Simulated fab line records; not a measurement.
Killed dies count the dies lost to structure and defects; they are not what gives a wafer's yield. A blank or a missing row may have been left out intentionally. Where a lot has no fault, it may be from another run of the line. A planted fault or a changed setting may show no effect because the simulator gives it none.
fab line records    flow sky130    part 1 of 2: steps 1 to 29 of 38
[record] lots = 5  wafers = 15  lastDay = 50
route steps=708 shown VIA4@646 METAL5@661 PASSIVATION@681
lots untouched by any fault: they come from a run of this same line in which no faults occurred
startH: hours from the record's opening day to when the first of the lot's shown wafers began    waitH: time in hours since the lot's previous step    " same as the row above    L1.1+2: several wafers, shown together as one row    - no value present, or no start provided    * or withheld: withheld    < > ~ a bound
route shown NAME@n: names a module that has steps shown in the file, with the first one's number in the route    usual: mean/standard deviation taken from wafers without a fault    same: alike in all rows    chamber/n: place in a boat    sites: the reading at each site    _std_site: the values' standard deviation    _edge_site: mean of outer sites minus mean of inner sites    radiusMm: how far each site lies from the wafer's centre    mask NAME#n: copy n    behind: the tool/chamber that last shaped the wafer    hold: the reason the lot was held/the length of the hold in hours/how it ended    device: which transistor (n, p or np) failed to switch    end of line: the tests these same wafers got at the end of their route    a step without rows: its recipe alone    killed: the dies lost at the first sort to structure and to defects; this is not the yield of the wafer    map: a wafer's dies, x killed, . not, _ none there
set.NAME: the run value of the setting; set.NAME@STEP: its run value at that earlier step    model.NAME: the simulator's own value behind a step, which no gauge read
lots at some steps of the route; a table a step, a row a wafer
services: the hour from which a tool's chamber was out of use, counted from the record's first day as startH (under 0 if before that day), plus the number of hours and why
[[steps]]
[step SKY_VIA4_SOFTBAKE_07]
[recipe] tempC = 90  timeS = 60  resist = NOVOLAK
lot.wafer   tool           chamber  startH   waitH
L074.2+4+5  lithoTrack-03  0        997.73   0.1
L078.1+3+4  lithoTrack-02  0        1020.70  0.1
L092.1+3+6  lithoTrack-04  0        1119.12  0.1
L093.2+5+6  lithoTrack-03  0        1120.78  0.1
L094.1+2+4  lithoTrack-04  0        1120.87  0.1
[step SKY_VIA4_EXPOSE_08]
[recipe] maskId = VIM4  na = 0.6  sourceShape = conventional  sigmaOuter = 0.6  polarization = unpolarized  targetCdNm = 800  doseMj = 132
lot.wafer   tool             chamber  startH  waitH  mask
L074.2+4+5  ilineStepper-02  0        -       -      VIM4#0
L078.1+3+4  ilineStepper-02  0        -       -      VIM4#0
L092.1+3+6  ilineStepper-02  0        -       -      VIM4#0
L093.2+5+6  ilineStepper-02  0        -       -      VIM4#0
L094.1+2+4  ilineStepper-01  0        -       -      VIM4#0
[step SKY_VIA4_PEB_09]
[recipe] tempC = withheld  timeS = *  resist = NOVOLAK
lot.wafer   tool           chamber  startH  waitH
L074.2+4+5  lithoTrack-04  0        -       -
L078.1+3+4  lithoTrack-03  0        -       -
L092.1+3+6  lithoTrack-03  0        -       -
L093.2+5+6  lithoTrack-02  0        -       -
L094.1+2+4  lithoTrack-04  0        -       -
[step SKY_VIA4_DEVELOP_10]
[recipe] resist = NOVOLAK  developer = TMAH  developTimeS = 60  devTempC = 23
lot.wafer   tool           chamber  startH   waitH
L074.2+4+5  lithoTrack-04  0        1009.90  0.1
L078.1+3+4  lithoTrack-03  0        1033.20  0.1
L092.1+3+6  lithoTrack-03  0        1130.00  0.1
L093.2+5+6  lithoTrack-02  0        1131.22  0.1
L094.1+2+4  lithoTrack-04  0        1131.32  0.1
[step SKY_VIA4_OVL_MEAS_11]
[usual] VIA4_OVL = 0.5/1.2
lot.wafer  tool        chamber  startH   waitH  VIA4_OVL[nm]
L074.2     overlay-02  -        1010.03  0.1    2.8
L074.4     "           -        "        "      0.2
L074.5     "           -        "        "      2.2
L078.1     overlay-01  -        1033.35  0.1    0.6
L078.3     "           -        "        "      0.9
L078.4     "           -        "        "      -0.2
L092.1     overlay-01  -        1130.15  0.1    1.3
L092.3     "           -        "        "      1.1
L092.6     "           -        "        "      1.1
L093.2     overlay-02  -        1131.36  0.1    0.0
L093.5     "           -        "        "      0.9
L093.6     "           -        "        "      2.2
L094.1     overlay-01  -        1131.47  0.1    1.6
L094.2     "           -        "        "      2.7
L094.4     "           -        "        "      2.8
[step SKY_VIA4_ETCH_12]
[recipe] target = SiO2  chemistry = C4F8/O2/Ar  stopOn = TiN  maskMaterial = NOVOLAK  sourceW = 1500  biasW = 1200  pressureMtorr = 40  c4f8FlowSccm = withheld  O2_flow_sccm = 6  Ar_flow_sccm = 300  timeS = withheld  targetDepthA = 5800
[usual] oesProductAu = 0.937/0.0042
lot.wafer  tool        chamber  startH   waitH  oesProductAu
L074.2     rieDiel-04  3        1010.06  0.0    0.939
L074.4     "           1        "        "      0.947
L074.5     "           3        "        "      0.937
L078.1     rieDiel-03  2        1033.39  0.0    0.940
L078.3     "           1        "        "      0.933
L078.4     "           2        "        "      0.936
L092.1     rieDiel-02  0        1130.19  0.0    0.936
L092.3     "           2        "        "      0.939
L092.6     "           3        "        "      0.938
L093.2     rieDiel-02  3        1131.39  0.0    0.945
L093.5     "           0        "        "      0.939
L093.6     "           2        "        "      0.938
L094.1     rieDiel-03  0        1131.51  0.0    0.940
L094.2     "           2        "        "      0.941
L094.4     "           3        "        "      0.939
[step SKY_VIA4_STRIP_13]
[recipe] chemistry = O2/N2  powerW = 1400  pressureMtorr = 1500  platenTempC = withheld  o2FlowSccm = 3000  n2FlowSccm = 300  overashFraction = 0.5
[usual] drypumpMotorCurrentA = 5.5/0.61  o2FlowSccm = 3000/8.3  oesProductAu = 0.710/0.0049  stripTimeToEndpointS = 12.797/0.029
lot.wafer  tool            chamber  startH   waitH  drypumpMotorCurrentA  o2FlowSccm  oesProductAu  rfHoursCounterH  stripTimeToEndpointS
L074.2     plasmaAsher-04  0        1010.13  -      6.6                   2999        0.710         86               12.803
L074.4     "               0        "        "      6.6                   2998        0.712         -                12.815
L074.5     "               1        "        "      5.3                   2991        0.706         -                12.859
L078.1     plasmaAsher-04  0        1033.46  -      6.6                   2998        0.701         88               12.763
L078.3     "               1        "        "      5.3                   2991        0.710         -                12.822
L078.4     "               0        "        "      6.6                   2995        0.719         -                12.794
L092.1     plasmaAsher-04  0        1130.26  -      6.6                   2994        0.710         97               12.761
L092.3     "               1        "        "      5.3                   3000        0.705         -                12.749
L092.6     "               1        "        "      5.3                   2986        0.706         -                12.779
L093.2     plasmaAsher-02  1        1131.46  -      5.5                   3005        0.709         72               12.805
L093.5     "               1        "        "      5.5                   3006        0.707         -                12.814
L093.6     "               0        "        "      4.9                   2995        0.710         -                12.804
L094.1     plasmaAsher-01  1        1131.58  -      6.1                   3009        0.711         6                12.826
L094.2     "               0        "        "      4.9                   2985        0.723         6                12.752
L094.4     "               1        "        "      6.0                   2992        0.712         -                12.836
[step SKY_VIA4_STRIP_14]
[recipe] chemistry = postEtchResidueRemover  timeS = 1200  tempC = 72.5
[usual] bathHeatDutyPct = 14.9/1.6
lot.wafer  tool         chamber  startH   waitH  bathHeatDutyPct
L074.2     wetBench-01  1        1010.23  0.1    14.8
L074.4     "            1        "        "      16.4
L074.5     "            1        "        "      14.4
L078.1     wetBench-04  2        1033.56  0.1    13.0
L078.3     "            2        "        "      13.7
L078.4     "            2        "        "      13.8
L092.1     wetBench-04  2        1130.51  0.2    13.4
L092.3     "            2        "        "      12.6
L092.6     "            2        "        "      12.9
L093.2     wetBench-04  3        1131.56  0.1    16.5
L093.5     "            3        "        "      15.6
L093.6     "            3        "        "      15.5
L094.1     wetBench-02  0        1131.76  0.1    16.0
L094.2     "            0        "        "      16.1
L094.4     "            0        "        "      16.2
[step SKY_VIA4_CLEAN_15]
[recipe] chemistry = IPA  timeS = 180  tempC = 25
[usual] bathHeatDutyPct = 6.7/0.7
lot.wafer  tool         chamber  startH   waitH  bathHeatDutyPct
L074.2     wetBench-02  0        1010.60  0.0    6.5
L074.4     "            0        "        "      6.5
L074.5     "            0        "        "      6.6
L078.1     wetBench-02  1        1033.90  0.0    6.0
L078.3     "            1        "        "      6.6
L078.4     "            1        "        "      6.6
L092.1     wetBench-04  1        1131.03  0.2    6.2
L092.3     "            1        "        "      6.6
L092.6     "            1        "        "      6.3
L093.2     wetBench-04  3        1131.90  0.0    6.8
L093.5     "            3        "        "      7.1
L093.6     "            3        "        "      7.2
L094.1     wetBench-04  1        1132.10  0.0    6.5
L094.2     "            1        "        "      6.6
L094.4     "            1        "        "      6.9
[step SKY_VIA4_CLEAN_16]
[recipe] chemistry = O3/DIW  dry = n2Spin
lot.wafer   tool         chamber  startH   waitH
L074.2+4+5  wetBench-04  3        1010.67  0.0
L078.1+3+4  wetBench-04  0        1033.97  0.0
L092.1+3+6  wetBench-04  1        1131.15  0.1
L093.2+5+6  wetBench-04  2        1131.96  0.0
L094.1+2+4  wetBench-01  1        1132.16  0.0
[step SKY_VIA4_SPUTTER_17]
[recipe] material = TiN  targetThkNm = 20  chamberPressurePa = 5  powerW = 4000  timeS = 80
[usual] throttleValvePct = 29.9/1.1
lot.wafer  tool           chamber  startH   waitH  throttleValvePct
L074.2     pvdSputter-02  -        1010.76  0.0    29.8
L074.4     "              -        "        "      32.1
L074.5     "              -        "        "      30.6
L078.1     pvdSputter-03  -        1034.06  0.0    29.7
L078.3     "              -        "        "      29.7
L078.4     "              -        "        "      28.5
L092.1     pvdSputter-04  -        1131.24  0.0    29.4
L092.3     "              -        "        "      29.0
L092.6     "              -        "        "      29.7
L093.2     pvdSputter-03  -        1132.05  0.0    29.8
L093.5     "              -        "        "      29.8
L093.6     "              -        "        "      30.0
L094.1     pvdSputter-02  -        1132.25  0.0    29.2
L094.2     "              -        "        "      30.8
L094.4     "              -        "        "      32.1
[step SKY_VIA4_CVD_18]
[recipe] material = W  targetThkNm = 505  timeS = 152.14  tempC = 400  pressureTorr = 40
[usual] heaterPowerOuterW = 553/30  heaterPowerW = 893/97
lot.wafer  tool     chamber  startH   waitH  heaterPowerOuterW  heaterPowerW
L074.2     cvdW-01  0        1010.82  0.0    578                981
L074.4     "        0        "        "      580                968
L074.5     "        0        "        "      567                988
L078.1     cvdW-01  0        1034.12  0.0    588                972
L078.3     "        0        "        "      591                973
L078.4     "        1        "        "      532                828
L092.1     cvdW-01  1        1131.30  0.0    521                826
L092.3     "        1        "        "      536                797
L092.6     "        0        "        "      596                998
L093.2     cvdW-01  1        1132.11  0.0    519                795
L093.5     "        1        "        "      531                821
L093.6     "        0        "        "      586                1024
L094.1     cvdW-01  1        1132.31  0.0    520                839
L094.2     "        0        "        "      581                977
L094.4     "        0        "        "      577                983
[step SKY_VIA4_RS_MEAS_19]
[recipe] thkMeasGauge = four-point-probe  reads = W_of_VIA4_CVD_18+TiN_of_VIA4_SPUTTER_17
[usual] VIA4_W_RS = 0.226/0.0031
lot.wafer  tool          chamber  startH   waitH  VIA4_W_RS[ohm/sq]
L074.2     filmMetro-03  -        1010.99  0.1    0.223
L074.4     "             -        "        "      0.224
L074.5     "             -        "        "      0.221
L078.1     filmMetro-02  -        1034.27  0.1    0.221
L078.3     "             -        "        "      0.222
L078.4     "             -        "        "      0.228
L092.1     filmMetro-04  -        1131.45  0.1    0.230
L092.3     "             -        "        "      0.229
L092.6     "             -        "        "      0.225
L093.2     filmMetro-04  -        1132.28  0.1    0.229
L093.5     "             -        "        "      0.234
L093.6     "             -        "        "      0.225
L094.1     filmMetro-02  -        1132.46  0.1    0.232
L094.2     "             -        "        "      0.223
L094.4     "             -        "        "      0.223
[step SKY_VIA4_THK_MEAS_20]
[recipe] thkMeasGauge = xrf  reads = W_of_VIA4_CVD_18
[usual] VIA4_W_THK = 517/11
lot.wafer  tool          chamber  startH   waitH  VIA4_W_THK[nm]
L074.2     filmMetro-03  -        1011.10  0.1    531
L074.4     "             -        "        "      530
L074.5     "             -        "        "      537
L078.1     filmMetro-02  -        1034.39  0.1    527
L078.3     "             -        "        "      520
L078.4     "             -        "        "      506
L092.1     filmMetro-04  -        1131.57  0.1    502
L092.3     "             -        "        "      509
L092.6     "             -        "        "      517
L093.2     filmMetro-04  -        1132.39  0.1    508
L093.5     "             -        "        "      495
L093.6     "             -        "        "      518
L094.1     filmMetro-02  -        1132.58  0.1    497
L094.2     "             -        "        "      512
L094.4     "             -        "        "      512
[step SKY_VIA4_CMP_21]
[recipe] stopOn = SiO2  tOverpolishS = 25  downForcePsi = 3.5  platenRpm = 60  targetThkNm = 0  padVelocityMS = 0.94248
[usual] motorCurrentA = 11.6/0.94  overpolishRunS = 25.000/0.0091  timeToEndpointS = 122/3.6
lot.wafer  tool    chamber  startH   waitH  motorCurrentA  overpolishRunS  timeToEndpointS
L074.4     cmp-02  0        1011.39  0.3    13.2           24.997          119
L074.2     "       2        "        "      9.5            25.009          123
L074.5     "       0        "        "      11.8           24.988          124
L078.1     cmp-01  3        1034.45  0.1    12.6           25.011          128
L078.4     "       0        "        "      11.2           24.996          124
L078.3     "       2        "        "      10.7           24.987          127
L092.1     cmp-01  0        1131.68  0.1    11.9           25.006          123
L092.3     "       2        "        "      11.2           24.988          121
L092.6     "       0        "        "      10.9           25.005          125
L093.2     cmp-02  0        1132.49  0.1    12.2           24.993          116
L093.6     "       3        "        "      11.6           24.989          124
L093.5     "       0        "        "      12.4           24.999          118
L094.4     cmp-02  3        1133.04  0.4    11.6           24.991          122
L094.1     "       1        "        "      12.5           24.990          118
L094.2     "       2        "        "      9.2            24.985          120
[step SKY_METAL5_SPUTTER_00]
[recipe] material = Ti  targetThkNm = 15  powerW = 3000  timeS = 10  chamberPressurePa = 0.4
[usual] throttleValvePct = 30.0/0.98
lot.wafer  tool           chamber  startH   waitH  throttleValvePct
L074.2     pvdSputter-01  -        1011.64  0.1    29.4
L074.4     "              -        "        "      31.0
L074.5     "              -        "        "      30.5
L078.1     pvdSputter-01  -        1034.75  0.2    30.7
L078.3     "              -        "        "      29.4
L078.4     "              -        "        "      30.7
L092.1     pvdSputter-04  -        1131.93  0.2    28.6
L092.3     "              -        "        "      31.4
L092.6     "              -        "        "      28.7
L093.2     pvdSputter-02  -        1132.74  0.2    29.4
L093.5     "              -        "        "      29.9
L093.6     "              -        "        "      29.2
L094.1     pvdSputter-01  -        1133.34  0.1    29.2
L094.2     "              -        "        "      30.5
L094.4     "              -        "        "      30.5
[step SKY_METAL5_SPUTTER_01]
[recipe] material = TiN  targetThkNm = 20  powerW = 6500  timeS = 16.7  chamberPressurePa = 0.4
[usual] throttleValvePct = 30.0/0.97
lot.wafer  tool           chamber  startH   waitH  throttleValvePct
L074.2     pvdSputter-01  -        1011.66  0.0    29.2
L074.4     "              -        "        "      30.6
L074.5     "              -        "        "      30.5
L078.1     pvdSputter-01  -        1034.77  0.0    30.5
L078.3     "              -        "        "      29.4
L078.4     "              -        "        "      30.5
L092.1     pvdSputter-04  -        1131.95  0.0    28.9
L092.3     "              -        "        "      31.3
L092.6     "              -        "        "      28.5
L093.2     pvdSputter-02  -        1132.77  0.0    29.4
L093.5     "              -        "        "      29.9
L093.6     "              -        "        "      29.2
L094.1     pvdSputter-01  -        1133.37  0.0    29.4
L094.2     "              -        "        "      30.5
L094.4     "              -        "        "      30.7
[step SKY_METAL5_SPUTTER_02]
[recipe] material = AlCu  targetThkNm = 1150  powerW = 10600  timeS = 59.31  chamberPressurePa = 0.4
[usual] throttleValvePct = 30.1/0.97
lot.wafer  tool           chamber  startH   waitH  throttleValvePct
L074.2     pvdSputter-01  -        1011.69  0.0    29.3
L074.4     "              -        "        "      30.6
L074.5     "              -        "        "      30.2
L078.1     pvdSputter-01  -        1034.80  0.0    30.6
L078.3     "              -        "        "      29.3
L078.4     "              -        "        "      30.7
L092.1     pvdSputter-04  -        1131.98  0.0    28.7
L092.3     "              -        "        "      31.4
L092.6     "              -        "        "      28.7
L093.2     pvdSputter-02  -        1132.79  0.0    29.4
L093.5     "              -        "        "      29.8
L093.6     "              -        "        "      29.3
L094.1     pvdSputter-01  -        1133.39  0.0    29.3
L094.2     "              -        "        "      30.3
L094.4     "              -        "        "      30.6
[step SKY_METAL5_SPUTTER_03]
[recipe] material = Ti  targetThkNm = 5  powerW = 3000  timeS = 3.3  chamberPressurePa = 0.4
[usual] throttleValvePct = 30.0/0.99
lot.wafer  tool           chamber  startH   waitH  throttleValvePct
L074.2     pvdSputter-01  -        1011.74  0.0    29.2
L074.4     "              -        "        "      30.6
L074.5     "              -        "        "      30.3
L078.1     pvdSputter-01  -        1034.85  0.0    30.4
L078.3     "              -        "        "      29.4
L078.4     "              -        "        "      30.8
L092.1     pvdSputter-04  -        1132.03  0.0    28.4
L092.3     "              -        "        "      31.7
L092.6     "              -        "        "      28.7
L093.2     pvdSputter-02  -        1132.84  0.0    29.1
L093.5     "              -        "        "      29.7
L093.6     "              -        "        "      29.3
L094.1     pvdSputter-01  -        1133.44  0.0    29.2
L094.2     "              -        "        "      30.3
L094.4     "              -        "        "      30.5
[step SKY_METAL5_SPUTTER_04]
[recipe] material = TiN  targetThkNm = 70  powerW = 6500  timeS = 58.3  chamberPressurePa = 0.4
[usual] throttleValvePct = 30.1/0.98
lot.wafer  tool           chamber  startH   waitH  throttleValvePct
L074.2     pvdSputter-01  -        1011.75  0.0    29.1
L074.4     "              -        "        "      30.5
L074.5     "              -        "        "      30.3
L078.1     pvdSputter-01  -        1034.87  0.0    30.4
L078.3     "              -        "        "      29.2
L078.4     "              -        "        "      30.6
L092.1     pvdSputter-04  -        1132.05  0.0    29.0
L092.3     "              -        "        "      31.9
L092.6     "              -        "        "      28.5
L093.2     pvdSputter-02  -        1132.86  0.0    29.2
L093.5     "              -        "        "      29.6
L093.6     "              -        "        "      29.2
L094.1     pvdSputter-01  -        1133.46  0.0    29.6
L094.2     "              -        "        "      30.8
L094.4     "              -        "        "      30.6
[step SKY_METAL5_RS_MEAS_05]
[recipe] thkMeasGauge = four-point-probe  reads = TiN_of_METAL5_SPUTTER_04+Ti_of_METAL5_SPUTTER_03+AlCu_of_METAL5_SPUTTER_02+TiN_of_METAL5_SPUTTER_01+Ti_of_METAL5_SPUTTER_00
[usual] METAL5_ALCU_RS = 0.02785/0.00029
lot.wafer  tool          chamber  startH   waitH  METAL5_ALCU_RS[ohm/sq]
L074.2     filmMetro-01  -        1011.82  0.0    0.02808
L074.4     "             -        "        "      0.02802
L074.5     "             -        "        "      0.02797
L078.1     filmMetro-03  -        1034.92  0.0    0.02754
L078.3     "             -        "        "      0.02781
L078.4     "             -        "        "      0.02769
L092.1     filmMetro-02  -        1132.10  0.0    0.02781
L092.3     "             -        "        "      0.02766
L092.6     "             -        "        "      0.0281
L093.2     filmMetro-02  -        1132.93  0.0    0.02883
L093.5     "             -        "        "      0.02861
L093.6     "             -        "        "      0.02835
L094.1     filmMetro-03  -        1133.51  0.0    0.0281
L094.2     "             -        "        "      0.02813
L094.4     "             -        "        "      0.02785
[step SKY_METAL5_THK_MEAS_06]
[recipe] thkMeasGauge = xrf  reads = AlCu_of_METAL5_SPUTTER_02
[usual] METAL5_ALCU_THK = 1119/14
lot.wafer  tool          chamber  startH   waitH  METAL5_ALCU_THK[nm]
L074.2     filmMetro-01  -        1011.93  0.1    1110
L074.4     "             -        "        "      1109
L074.5     "             -        "        "      1116
L078.1     filmMetro-03  -        1035.04  0.1    1146
L078.3     "             -        "        "      1129
L078.4     "             -        "        "      1143
L092.1     filmMetro-02  -        1132.22  0.1    1108
L092.3     "             -        "        "      1109
L092.6     "             -        "        "      1099
L093.2     filmMetro-02  -        1133.04  0.1    1072
L093.5     "             -        "        "      1074
L093.6     "             -        "        "      1084
L094.1     filmMetro-03  -        1133.63  0.1    1112
L094.2     "             -        "        "      1114
L094.4     "             -        "        "      1124
[step SKY_METAL5_DEHYDRATE_07]
[recipe] tempC = 200  timeS = 60
lot.wafer   tool           chamber  startH   waitH
L074.2+4+5  lithoTrack-02  0        1021.77  9.8
L078.1+3+4  lithoTrack-01  0        1044.72  9.7
L092.1+3+6  lithoTrack-02  0        1139.95  7.7
L093.2+5+6  lithoTrack-01  0        1140.54  7.5
L094.1+2+4  lithoTrack-04  0        1141.12  7.5
[step SKY_METAL5_HMDS_08]
[recipe] primeTimeS = 60  primeTempC = 120
lot.wafer   tool           chamber  startH   waitH
L074.2+4+5  lithoTrack-02  0        1021.92  0.1
L078.1+3+4  lithoTrack-01  0        1044.87  0.1
L092.1+3+6  lithoTrack-02  0        1140.10  0.1
L093.2+5+6  lithoTrack-01  0        1140.69  0.1
L094.1+2+4  lithoTrack-04  0        1141.27  0.1
[step SKY_METAL5_COAT_09]
[recipe] resist = NOVOLAK  spinRpm = 3000  resistThkNm = 1800
lot.wafer   tool           chamber  startH   waitH
L074.2+4+5  lithoTrack-02  0        1022.07  0.1
L078.1+3+4  lithoTrack-01  0        1045.02  0.1
L092.1+3+6  lithoTrack-02  0        1140.25  0.1
L093.2+5+6  lithoTrack-01  0        1140.84  0.1
L094.1+2+4  lithoTrack-04  0        1141.42  0.1
[step SKY_METAL5_SOFTBAKE_10]
[recipe] tempC = 90  timeS = 60  resist = NOVOLAK
lot.wafer   tool           chamber  startH   waitH
L074.2+4+5  lithoTrack-02  0        1022.22  0.1
L078.1+3+4  lithoTrack-01  0        1045.17  0.1
L092.1+3+6  lithoTrack-02  0        1140.40  0.1
L093.2+5+6  lithoTrack-01  0        1140.99  0.1
L094.1+2+4  lithoTrack-04  0        1141.57  0.1
[step SKY_METAL5_EXPOSE_11]
[recipe] maskId = MM5  na = 0.6  sourceShape = conventional  sigmaOuter = 0.6  polarization = unpolarized  targetCdNm = 1600  doseMj = 190
lot.wafer   tool             chamber  startH  waitH  mask
L074.2+4+5  ilineStepper-02  0        -       -      MM5#0
L078.1+3+4  ilineStepper-02  0        -       -      MM5#0
L092.1+3+6  ilineStepper-01  0        -       -      MM5#0
L093.2+5+6  ilineStepper-01  0        -       -      MM5#0
L094.1+2+4  ilineStepper-02  0        -       -      MM5#0
[step SKY_METAL5_PEB_12]
[recipe] tempC = withheld  timeS = *  resist = NOVOLAK
lot.wafer   tool           chamber  startH  waitH
L074.2+4+5  lithoTrack-04  0        -       -
L078.1+3+4  lithoTrack-04  0        -       -
L092.1+3+6  lithoTrack-02  0        -       -
L093.2+5+6  lithoTrack-04  0        -       -
L094.1+2+4  lithoTrack-01  0        -       -
[step SKY_METAL5_DEVELOP_13]
[recipe] resist = NOVOLAK  developer = TMAH  developTimeS = 60  devTempC = 23
lot.wafer   tool           chamber  startH   waitH
L074.2+4+5  lithoTrack-04  0        1034.90  0.1
L078.1+3+4  lithoTrack-04  0        1056.77  0.1
L092.1+3+6  lithoTrack-02  0        1149.90  0.1
L093.2+5+6  lithoTrack-04  0        1150.65  0.1
L094.1+2+4  lithoTrack-01  0        1151.62  0.1
